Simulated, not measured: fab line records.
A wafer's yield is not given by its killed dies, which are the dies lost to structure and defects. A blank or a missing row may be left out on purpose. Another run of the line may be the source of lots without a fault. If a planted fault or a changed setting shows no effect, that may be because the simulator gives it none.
fab line records	flow sky130
record: lots: 13	wafers: 39	last_day: 49
route steps=708 shown VT_ADJUST_NCORE@129 SONOS_TUNNEL@162 GATE_OXIDE@200 POLY_GATE@227 PAD_OPEN@708
lots with no fault: from the same line, run without faults
start_h: the number of hours between the record's first day and the start of the first shown wafer of the lot	wait_h: hours from the lot's prior step to this one	" the same as in the row above	L1.1+2: one row covering several wafers at once	- no value, or no start given	* or withheld: withheld	< > ~ a bound
route shown NAME@n: names a module that has steps shown in the file, with the first one's number in the route	usual: average and standard deviation across the fault-free wafers	same: alike in all rows	chamber/n: place in a boat	sites: per-site readings	_std_site: the standard deviation of these	_edge_site: outer sites' mean less inner sites'	radius_mm: how far each site lies from the wafer's centre	mask NAME#n: copy n	behind: the most recent tool/chamber to have shaped the wafer	hold: reason for holding the lot/hours on hold/outcome of the hold	device: transistor that didn't switch, given as n, p or np	end of line: the tests these same wafers got at the end of their route	a step given without rows: its recipe and nothing more	killed: the dies lost at the first sort to structure and to defects; this is not the yield of the wafer	map: a wafer's dies, marking killed ones x, the rest . and places with no die _
set.NAME: the setting that was run; set.NAME@STEP: the one run at that earlier step	model.NAME: the simulator's own value behind a step, which no gauge read
steps of the route over a sample of lots; a table a step, a row a wafer
services: when a tool's chamber went out of use (start_h, in hours from the record's first day, below 0 if earlier), for how many hours, and the reason
== steps ==
step: SKY_VT_ADJUST_NCORE_STRIP_10
recipe: chemistry: O2/N2	power_w: 1400	pressure_mtorr: 1500	platen_temp_c: withheld	o2_flow_sccm: 3000	n2_flow_sccm: 300	overash_fraction: 0.5
usual: drypump_motor_current_A: 5.8/0.49	oes_product_au: 0.715/0.0043	strip_time_to_endpoint_s: 14.21/0.035
same: overash_fraction: 0.5
lot.wafer	tool	chamber	start_h	wait_h	drypump_motor_current_A	oes_product_au	rf_hours_counter_h	strip_time_to_endpoint_s
L450.1	plasma_asher-02	0	190.93	0.1	6.6	0.717	40	14.27
L450.2	"	1	"	"	5.1	0.711	40	14.24
L450.4	"	0	"	"	6.6	0.713	-	14.22
L451.3	plasma_asher-01	1	198.92	0.1	5.7	0.717	-	14.24
L451.5	"	0	"	"	5.6	0.723	-	14.21
L451.6	"	1	"	"	5.6	0.722	-	14.17
L452.1	plasma_asher-01	1	205.75	0.1	5.7	0.710	49	14.24
L452.4	"	1	"	"	5.7	0.722	-	14.23
L452.5	"	1	"	"	5.7	0.713	-	14.24
L453.2	plasma_asher-02	0	212.86	0.1	6.6	0.724	43	14.16
L453.3	"	1	"	"	5.1	0.708	-	14.18
L453.5	"	0	"	"	6.7	0.718	-	14.20
L454.2	plasma_asher-02	1	216.04	0.1	5.1	0.718	43	14.13
L454.4	"	1	"	"	5.1	0.711	-	14.15
L454.6	"	0	"	"	6.6	0.721	-	14.20
L456.4	plasma_asher-02	0	233.21	0.1	6.6	0.722	-	14.19
L456.5	"	1	"	"	5.1	0.718	-	14.21
L456.6	"	0	"	"	6.6	0.715	-	14.17
L457.1	plasma_asher-04	0	236.34	0.1	5.6	0.704	56	14.22
L457.2	"	1	"	"	5.9	0.708	56	14.21
L457.6	"	1	"	"	5.9	0.715	-	14.17
L458.2	plasma_asher-01	1	241.83	0.1	5.7	0.709	50	14.19
L458.3	"	0	"	"	5.6	0.713	-	14.16
L458.5	"	0	"	"	5.6	0.712	-	14.20
L459.2	plasma_asher-02	1	250.90	0.1	5.1	0.709	46	14.17
L459.4	"	1	"	"	5.1	0.716	-	14.20
L459.6	"	1	"	"	5.1	0.716	-	14.20
L460.3	plasma_asher-01	1	261.33	0.1	5.7	0.715	-	14.19
L460.4	"	0	"	"	5.6	0.721	-	14.26
L460.6	"	0	"	"	5.6	0.717	-	14.24
L461.1	plasma_asher-04	0	264.43	0.1	5.6	0.718	58	14.24
L461.4	"	1	"	"	5.9	0.723	-	14.22
L461.5	"	0	"	"	5.6	0.715	-	14.26
L464.2	plasma_asher-04	0	292.25	0.1	5.6	0.706	61	14.27
L464.3	"	1	"	"	5.9	0.715	-	14.25
L464.4	"	0	"	"	5.5	0.712	-	14.24
L466.1	plasma_asher-02	0	301.12	0.1	6.6	0.717	51	14.21
L466.3	"	1	"	"	5.1	0.712	-	14.22
L466.4	"	0	"	"	6.6	0.715	-	14.24
step: SKY_SONOS_TUNNEL_OVL_MEAS_08
usual: SONOS_TUNNEL_OVL: 0.2/1.3
lot.wafer	tool	chamber	start_h	wait_h	SONOS_TUNNEL_OVL[nm]
L450.1	overlay-02	-	259.23	0.1	1.4
L450.2	"	-	"	"	-0.5
L450.4	"	-	"	"	-0.3
L451.3	overlay-01	-	267.75	0.1	0.2
L451.5	"	-	"	"	-0.2
L451.6	"	-	"	"	0.6
L452.1	overlay-02	-	275.38	0.1	-0.1
L452.4	"	-	"	"	-0.3
L452.5	"	-	"	"	-0.8
L453.2	overlay-02	-	283.66	0.1	1.1
L453.3	"	-	"	"	-0.2
L453.5	"	-	"	"	0.9
L454.2	overlay-02	-	286.21	0.1	-0.7
L454.4	"	-	"	"	0.7
L454.6	"	-	"	"	-0.2
L456.4	overlay-02	-	306.03	0.1	1.6
L456.5	"	-	"	"	2.1
L456.6	"	-	"	"	3.4
L457.1	overlay-02	-	309.65	0.1	0.4
L457.2	"	-	"	"	0.7
L457.6	"	-	"	"	0.9
L458.2	overlay-01	-	314.66	0.1	-1.1
L458.3	"	-	"	"	-1.6
L458.5	"	-	"	"	0.8
L459.2	overlay-01	-	325.59	0.1	2.1
L459.4	"	-	"	"	0.4
L459.6	"	-	"	"	-0.1
L460.3	overlay-01	-	336.47	0.1	-1.1
L460.4	"	-	"	"	-1.7
L460.6	"	-	"	"	-0.3
L461.1	overlay-01	-	340.26	0.1	2.5
L461.4	"	-	"	"	0.3
L461.5	"	-	"	"	0.4
L464.2	overlay-01	-	372.34	0.1	0.2
L464.3	"	-	"	"	2.3
L464.4	"	-	"	"	0.4
L466.1	overlay-01	-	381.43	0.1	-0.2
L466.3	"	-	"	"	-2.0
L466.4	"	-	"	"	0.4
step: SKY_GATE_OXIDE_STRIP_13
recipe: chemistry: O2/N2	power_w: 1400	pressure_mtorr: 1500	platen_temp_c: withheld	o2_flow_sccm: 3000	n2_flow_sccm: 300	overash_fraction: 0.5
usual: drypump_motor_current_A: 5.7/0.5	oes_product_au: 0.715/0.0048	strip_time_to_endpoint_s: 14.20/0.039
same: overash_fraction: 0.5
lot.wafer	tool	chamber	start_h	wait_h	drypump_motor_current_A	oes_product_au	rf_hours_counter_h	strip_time_to_endpoint_s
L450.1	plasma_asher-02	0	317.96	0.0	6.7	0.712	53	14.17
L450.2	"	1	"	"	5.1	0.725	53	14.20
L450.4	"	0	"	"	6.7	0.712	-	14.24
L451.3	plasma_asher-01	0	326.39	0.0	5.7	0.712	-	14.16
L451.5	"	0	"	"	5.7	0.718	-	14.08
L451.6	"	1	"	"	5.6	0.712	-	14.15
L452.1	plasma_asher-02	1	336.91	0.0	5.1	0.718	55	14.24
L452.4	"	1	"	"	5.1	0.711	-	14.20
L452.5	"	1	"	"	5.0	0.712	-	14.19
L453.2	plasma_asher-01	1	344.58	0.0	5.6	0.711	60	14.24
L453.3	"	0	"	"	5.6	0.714	-	14.15
L453.5	"	1	"	"	5.6	0.711	-	14.19
L454.2	plasma_asher-01	1	350.46	0.0	5.6	0.713	60	14.25
L454.4	"	1	"	"	5.6	0.713	-	14.29
L454.6	"	0	"	"	5.7	0.719	-	14.20
L456.4	plasma_asher-02	1	372.24	0.0	5.1	0.707	-	14.18
L456.5	"	0	"	"	6.6	0.710	-	14.16
L456.6	"	1	"	"	5.1	0.707	-	14.16
L457.1	plasma_asher-04	1	377.60	0.0	5.9	0.714	69	14.21
L457.2	"	0	"	"	5.6	0.704	69	14.25
L457.6	"	0	"	"	5.6	0.715	-	14.23
L458.2	plasma_asher-04	1	378.58	0.0	5.9	0.714	69	14.20
L458.3	"	0	"	"	5.6	0.716	-	14.22
L458.5	"	0	"	"	5.6	0.711	-	14.19
L459.2	plasma_asher-04	0	392.08	0.0	5.6	0.721	70	14.22
L459.4	"	1	"	"	5.9	0.703	-	14.23
L459.6	"	1	"	"	5.9	0.723	-	14.21
L460.3	plasma_asher-04	0	401.96	0.0	5.6	0.714	-	14.21
L460.4	"	1	"	"	5.9	0.716	-	14.21
L460.6	"	0	"	"	5.5	0.720	-	14.21
L461.1	plasma_asher-04	1	405.88	0.0	5.9	0.711	71	14.14
L461.4	"	0	"	"	5.6	0.712	-	14.16
L461.5	"	0	"	"	5.6	0.704	-	14.19
L464.2	plasma_asher-01	0	438.63	0.0	5.6	0.703	70	14.15
L464.3	"	0	"	"	5.7	0.715	-	14.16
L464.4	"	1	"	"	5.6	0.717	-	14.21
L466.1	plasma_asher-01	1	451.07	0.0	5.9	0.956	71	-
L466.3	"	0	"	"	5.7	0.862	-	-
L466.4	"	1	"	"	5.6	0.966	-	-
step: SKY_POLY_GATE_CD_MEAS_13
recipe: target_cd_nm: 150
usual: cd_nm: 149.8/1.4
lot.wafer	tool	chamber	start_h	wait_h	cd_nm
L450.1	cd_sem-02	-	380.58	-	150.2
L450.2	"	-	"	"	151.9
L450.4	"	-	"	"	150.6
L451.3	cd_sem-01	-	387.07	-	148.3
L451.5	"	-	"	"	149.3
L451.6	"	-	"	"	149.3
L452.1	cd_sem-01	-	400.54	-	148.1
L452.4	"	-	"	"	148.4
L452.5	"	-	"	"	146.2
L453.2	cd_sem-02	-	407.13	-	151.2
L453.3	"	-	"	"	150.8
L453.5	"	-	"	"	151.2
L454.2	cd_sem-01	-	416.25	-	150.2
L454.4	"	-	"	"	151.0
L454.6	"	-	"	"	151.1
L456.4	cd_sem-01	-	437.29	-	151.4
L456.5	"	-	"	"	151.1
L456.6	"	-	"	"	151.5
L457.1	cd_sem-02	-	442.06	-	150.0
L457.2	"	-	"	"	149.4
L457.6	"	-	"	"	149.6
L458.2	cd_sem-01	-	445.73	-	149.9
L458.3	"	-	"	"	150.1
L458.5	"	-	"	"	149.6
L459.2	cd_sem-02	-	458.20	-	151.6
L459.4	"	-	"	"	150.9
L459.6	"	-	"	"	151.3
L460.3	cd_sem-01	-	472.57	-	152.4
L460.4	"	-	"	"	151.1
L460.6	"	-	"	"	151.1
L461.1	cd_sem-02	-	473.84	-	149.7
L461.4	"	-	"	"	149.9
L461.5	"	-	"	"	149.4
L464.2	cd_sem-01	-	505.40	-	149.8
L464.3	"	-	"	"	148.3
L464.4	"	-	"	"	148.6
step: SKY_PAD_OPEN_PROBE_99
usual: killed_at_M0_to_M3: 43/7.3	killed_at_M4_up: 3.1/1.7	killed_at_contacts: 25/5.3	killed_at_front_end: 14/4.1	killed_at_other: 0.3/0.56	killed_dies: 85/9.4	killed_on_rim: 17/4	killed_open: 46/7.4	killed_short: 38/5.8
same: gross_dies: 492	killed_at_back_side: 0
lot.wafer	tool	chamber	start_h	wait_h	killed_at_M0_to_M3	killed_at_M4_up	killed_at_contacts	killed_at_front_end	killed_at_other	killed_dies	killed_on_rim	killed_open	killed_short
L451.3	prober-01	-	1090.81	0.2	46	5	29	10	0	90	15	51	39
L451.6	prober-01	-	1090.96	0.2	39	5	15	8	0	67	12	34	33
L453.2	prober-02	-	1102.21	0.1	35	3	30	14	2	84	21	44	38
L453.3	prober-02	-	1102.26	0.2	33	2	37	19	1	92	15	48	44
L453.5	prober-02	-	1102.36	0.2	47	1	28	15	1	92	18	48	42
L452.1	prober-01	-	1102.51	0.1	51	3	24	14	0	92	21	52	40
L452.4	prober-01	-	1102.66	0.2	57	3	17	18	1	96	17	58	38
L452.5	prober-01	-	1102.71	0.2	58	4	23	19	0	104	16	53	51
L454.4	prober-02	-	1109.70	0.2	39	4	30	13	0	86	14	52	34
L454.6	prober-02	-	1109.80	0.2	53	6	27	15	0	101	17	51	49
L456.4	prober-02	-	1121.90	0.2	42	1	22	16	0	81	13	40	39
L456.5	prober-02	-	1121.95	0.2	54	3	20	15	1	93	28	50	39
L456.6	prober-02	-	1122.00	0.2	43	2	23	11	2	81	15	33	46
L457.1	prober-01	-	1124.19	0.1	31	3	26	16	2	78	19	38	39
L457.2	prober-01	-	1124.24	0.1	40	1	29	23	0	93	12	44	49
L457.6	prober-01	-	1124.44	0.2	42	7	28	21	0	98	22	47	51
L458.2	prober-02	-	1131.09	0.1	52	0	25	15	1	93	17	43	50
L458.3	prober-02	-	1131.14	0.2	42	2	30	18	1	93	23	59	34
L458.5	prober-02	-	1131.24	0.2	47	3	19	16	1	86	12	46	40
L459.2	prober-01	-	1138.66	0.1	40	4	21	14	0	79	13	42	36
L459.4	prober-01	-	1138.76	0.2	46	1	23	18	1	89	17	41	48
L459.6	prober-01	-	1138.86	0.2	43	4	21	14	1	83	22	47	35
L460.3	prober-02	-	1145.30	0.2	29	3	21	11	0	64	6	29	35
L460.4	prober-02	-	1145.35	0.2	48	6	17	12	0	83	20	38	44
L460.6	prober-02	-	1145.45	0.2	39	3	18	17	0	77	15	36	40
L466.1	prober-02	-	1175.75	0.1	43	2	34	413	0	492	96	51	37
L466.3	prober-02	-	1175.85	0.2	37	2	35	418	0	492	96	40	44
L466.4	prober-02	-	1175.90	0.2	43	4	26	419	0	492	96	43	46
killed by level:class
L451.3 CONTACT:geometric_particle:open=10 VIA3:geometric_particle:open=9 VIA1:geometric_particle:open=9 LI_CONTACT:geometric_particle:open=7 VIA2:geometric_particle:open=6 VIA1:geometric_particle:short=6 METAL2:geometric_particle:short=6 CONTACT:geometric_particle:short=5
L451.6 VIA1:geometric_particle:open=11 VIA2:geometric_particle:open=6 CONTACT:geometric_particle:short=5 METAL1:geometric_particle:short=5 VIA1:geometric_particle:short=4 FIELD_ISO:geometric_particle:short=3 FIELD_ISO:geometric_particle:open=3 LI_CONTACT:geometric_particle:open=3
L453.2 LI_CONTACT:geometric_particle:open=12 CONTACT:geometric_particle:open=7 METAL1:geometric_particle:short=7 VIA1:geometric_particle:open=6 VIA2:geometric_particle:open=6 LI_CONTACT:geometric_particle:short=5 CONTACT:geometric_particle:short=5 POLY_GATE:geometric_particle:short=4
L453.3 CONTACT:geometric_particle:open=13 LI_CONTACT:geometric_particle:open=7 VIA3:geometric_particle:short=7 FIELD_ISO:geometric_particle:short=6 VIA1:geometric_particle:open=6 FIELD_ISO:geometric_particle:open=5 LOCAL_INTERCONNECT:geometric_particle:short=5 CONTACT:geometric_particle:short=5
L453.5 LI_CONTACT:geometric_particle:open=11 VIA1:geometric_particle:open=11 METAL2:geometric_particle:short=9 CONTACT:geometric_particle:open=8 METAL1:geometric_particle:short=5 VIA1:geometric_particle:short=5 VIA3:geometric_particle:open=5 FIELD_ISO:geometric_particle:open=4
L452.1 VIA1:geometric_particle:open=17 CONTACT:geometric_particle:open=11 VIA1:geometric_particle:short=8 FIELD_ISO:geometric_particle:short=5 LI_CONTACT:geometric_particle:open=5 CONTACT:geometric_particle:short=5 VIA2:geometric_particle:open=5 VIA3:geometric_particle:open=5
L452.4 VIA1:geometric_particle:open=14 VIA3:geometric_particle:open=10 METAL2:geometric_particle:short=9 FIELD_ISO:geometric_particle:short=7 CONTACT:geometric_particle:open=7 LI_CONTACT:geometric_particle:open=7 VIA2:geometric_particle:open=6 METAL3:geometric_particle:short=4
L452.5 VIA2:geometric_particle:open=11 CONTACT:geometric_particle:open=9 METAL1:geometric_particle:short=9 VIA1:geometric_particle:open=7 LI_CONTACT:geometric_particle:open=7 VIA3:geometric_particle:open=7 FIELD_ISO:geometric_particle:open=6 VIA1:geometric_particle:short=6
L454.4 CONTACT:geometric_particle:open=13 VIA1:geometric_particle:open=12 LI_CONTACT:geometric_particle:open=8 VIA1:geometric_particle:short=6 METAL2:geometric_particle:short=5 VIA2:geometric_particle:open=5 METAL4:geometric_particle:short=4 LOCAL_INTERCONNECT:geometric_particle:short=4
L454.6 VIA1:geometric_particle:open=10 METAL1:geometric_particle:short=10 VIA2:geometric_particle:open=10 CONTACT:geometric_particle:open=9 VIA1:geometric_particle:short=6 LI_CONTACT:geometric_particle:open=5 LOCAL_INTERCONNECT:geometric_particle:short=5 METAL4:geometric_particle:short=5
L456.4 VIA1:geometric_particle:open=13 POLY_GATE:geometric_particle:short=6 LI_CONTACT:geometric_particle:open=6 METAL1:geometric_particle:short=6 VIA3:geometric_particle:short=6 CONTACT:geometric_particle:short=5 CONTACT:geometric_particle:open=5 VIA3:geometric_particle:open=5
L456.5 VIA1:geometric_particle:open=12 VIA3:geometric_particle:open=10 METAL1:geometric_particle:short=8 CONTACT:geometric_particle:open=6 LI_CONTACT:geometric_particle:open=5 VIA2:geometric_particle:open=5 METAL2:geometric_particle:short=5 FIELD_ISO:geometric_particle:short=4
L456.6 VIA1:geometric_particle:open=9 VIA1:geometric_particle:short=7 LI_CONTACT:geometric_particle:open=6 VIA3:geometric_particle:short=6 CONTACT:geometric_particle:short=5 VIA3:geometric_particle:open=5 FIELD_ISO:geometric_particle:short=4 LI_CONTACT:geometric_particle:short=4
L457.1 CONTACT:geometric_particle:open=10 METAL2:geometric_particle:short=6 FIELD_ISO:geometric_particle:short=5 CONTACT:geometric_particle:short=5 VIA2:geometric_particle:open=5 VIA3:geometric_particle:open=5 POLY_GATE:geometric_particle:short=4 LI_CONTACT:geometric_particle:open=4
L457.2 METAL2:geometric_particle:short=10 CONTACT:geometric_particle:short=8 LI_CONTACT:geometric_particle:open=7 CONTACT:geometric_particle:open=7 FIELD_ISO:geometric_particle:short=6 VIA1:geometric_particle:open=6 VIA2:geometric_particle:open=6 POLY_GATE:geometric_particle:short=5
L457.6 CONTACT:geometric_particle:open=12 METAL2:geometric_particle:short=9 VIA1:geometric_particle:open=9 POLY_GATE:geometric_particle:short=8 LI_CONTACT:geometric_particle:short=7 METAL1:geometric_particle:short=6 METAL4:geometric_particle:short=5 VIA3:geometric_particle:open=5
L458.2 METAL1:geometric_particle:short=12 CONTACT:geometric_particle:open=10 VIA2:geometric_particle:open=8 VIA3:geometric_particle:open=8 FIELD_ISO:geometric_particle:short=5 METAL3:geometric_particle:short=5 LI_CONTACT:geometric_particle:open=5 LOCAL_INTERCONNECT:geometric_particle:short=5
L458.3 CONTACT:geometric_particle:open=12 VIA1:geometric_particle:open=11 LI_CONTACT:geometric_particle:open=10 POLY_GATE:geometric_particle:open=6 VIA3:geometric_particle:short=6 VIA2:geometric_particle:open=5 FIELD_ISO:geometric_particle:open=4 METAL1:geometric_particle:short=4
L458.5 VIA1:geometric_particle:open=11 METAL1:geometric_particle:short=9 VIA2:geometric_particle:open=9 LI_CONTACT:geometric_particle:open=7 VIA3:geometric_particle:open=5 FIELD_ISO:geometric_particle:open=4 FIELD_ISO:geometric_particle:short=4 POLY_GATE:geometric_particle:short=4
L459.2 LI_CONTACT:geometric_particle:open=10 VIA3:geometric_particle:open=7 VIA1:geometric_particle:short=7 CONTACT:geometric_particle:short=6 FIELD_ISO:geometric_particle:open=5 METAL1:geometric_particle:short=5 CONTACT:geometric_particle:open=5 VIA2:geometric_particle:open=5
L459.4 VIA1:geometric_particle:open=13 VIA1:geometric_particle:short=7 FIELD_ISO:geometric_particle:short=6 LI_CONTACT:geometric_particle:open=6 CONTACT:geometric_particle:open=6 POLY_GATE:geometric_particle:short=5 CONTACT:geometric_particle:short=5 VIA2:geometric_particle:short=5
L459.6 CONTACT:geometric_particle:open=9 VIA1:geometric_particle:open=8 VIA2:geometric_particle:open=7 METAL1:geometric_particle:short=7 METAL2:geometric_particle:short=7 FIELD_ISO:geometric_particle:open=5 LI_CONTACT:geometric_particle:open=5 VIA1:geometric_particle:short=5
L460.3 VIA1:geometric_particle:open=7 LI_CONTACT:geometric_particle:open=6 LOCAL_INTERCONNECT:geometric_particle:short=6 CONTACT:geometric_particle:open=5 VIA3:geometric_particle:open=4 FIELD_ISO:geometric_particle:short=3 CONTACT:geometric_particle:short=3 VIA2:geometric_particle:open=3
L460.4 CONTACT:geometric_particle:open=9 METAL1:geometric_particle:short=8 VIA1:geometric_particle:short=7 VIA1:geometric_particle:open=7 METAL4:geometric_particle:short=5 VIA3:geometric_particle:open=5 METAL2:geometric_particle:short=4 VIA3:geometric_particle:short=4
L460.6 METAL1:geometric_particle:short=9 VIA1:geometric_particle:open=8 CONTACT:geometric_particle:open=6 VIA1:geometric_particle:short=6 FIELD_ISO:geometric_particle:short=5 VIA2:geometric_particle:open=5 LOCAL_INTERCONNECT:geometric_particle:short=4 METAL2:geometric_particle:short=4
L466.1 GATE_OXIDE:area_oxidation=206 POLY_GATE:area_cvd=198 CONTACT:geometric_particle:open=13 VIA2:geometric_particle:open=10 LI_CONTACT:geometric_particle:open=9 VIA1:geometric_particle:open=6 LI_CONTACT:geometric_particle:short=5 METAL2:geometric_particle:short=5
L466.3 GATE_OXIDE:area_oxidation=210 POLY_GATE:area_cvd=198 CONTACT:geometric_particle:open=12 LI_CONTACT:geometric_particle:short=7 VIA2:geometric_particle:open=7 CONTACT:geometric_particle:short=6 METAL1:geometric_particle:short=6 VIA1:geometric_particle:short=6
L466.4 GATE_OXIDE:area_oxidation=234 POLY_GATE:area_cvd=169 LI_CONTACT:geometric_particle:open=10 CONTACT:geometric_particle:open=9 VIA2:geometric_particle:open=9 METAL1:geometric_particle:short=8 METAL2:geometric_particle:short=6 FIELD_ISO:geometric_particle:short=5
== services ==
tool	chamber	start_h	hours	kind
plasma_asher-01	-	205.88	26.2	repair
plasma_asher-02	-	230.34	2.8	pm
plasma_asher-04	-	376.45	1.0	repair
plasma_asher-04	-	410.64	1.4	repair
plasma_asher-02	-	410.92	3.4	repair
plasma_asher-04	-	421.25	9.0	pm
plasma_asher-04	0	421.25	9.0	vent_cycle
plasma_asher-04	1	421.25	9.0	vent_cycle
plasma_asher-04	0	430.25	-	clean
plasma_asher-04	1	430.25	-	clean
plasma_asher-02	-	445.10	0.9	repair
== key ==
first_sign: step: SKY_GATE_OXIDE_STRIP_13	reading: oes_product_au	direction: up	sigmas: 44	usual: 0.715	struck: 0.928
effect: step: SKY_PAD_OPEN_PROBE_99	reading: killed_at_front_end	direction: up	sigmas: 97	usual: 14	struck: 417
more_kills_born_at: SKY_GATE_OXIDE_OXIDATION_16@furnace-02: 650	SKY_POLY_GATE_CVD_00@lpcvd-01: 565
met_at SKY_GATE_OXIDE_STRIP_13
struck_lots L466
later_rows_left_out L466.1,L466.3,L466.4
tester_left_out L466
not_acting_at SKY_VT_ADJUST_NCORE_STRIP_10,SKY_SONOS_TUNNEL_OVL_MEAS_08,SKY_POLY_GATE_CD_MEAS_13
onset_between 438.63 451.07
fault: kind: strip_aborted	tool: plasma_asher-01	chamber: -	onset_h: 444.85	steps: SKY_GATE_OXIDE_STRIP_13	offset: 1	end_h: 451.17
tester_left_out: of these lots the tester's yield and bins aren't shown, on N5 and GAA mostly nor the transistor test; their killed dies are dies lost to structure and defects alone, not to doping, threshold or leakage, so they don't give the yield
later_rows_left_out: the simulator's readings of these wafers behind a module that went badly wrong aren't trusted and aren't shown, but for the sort
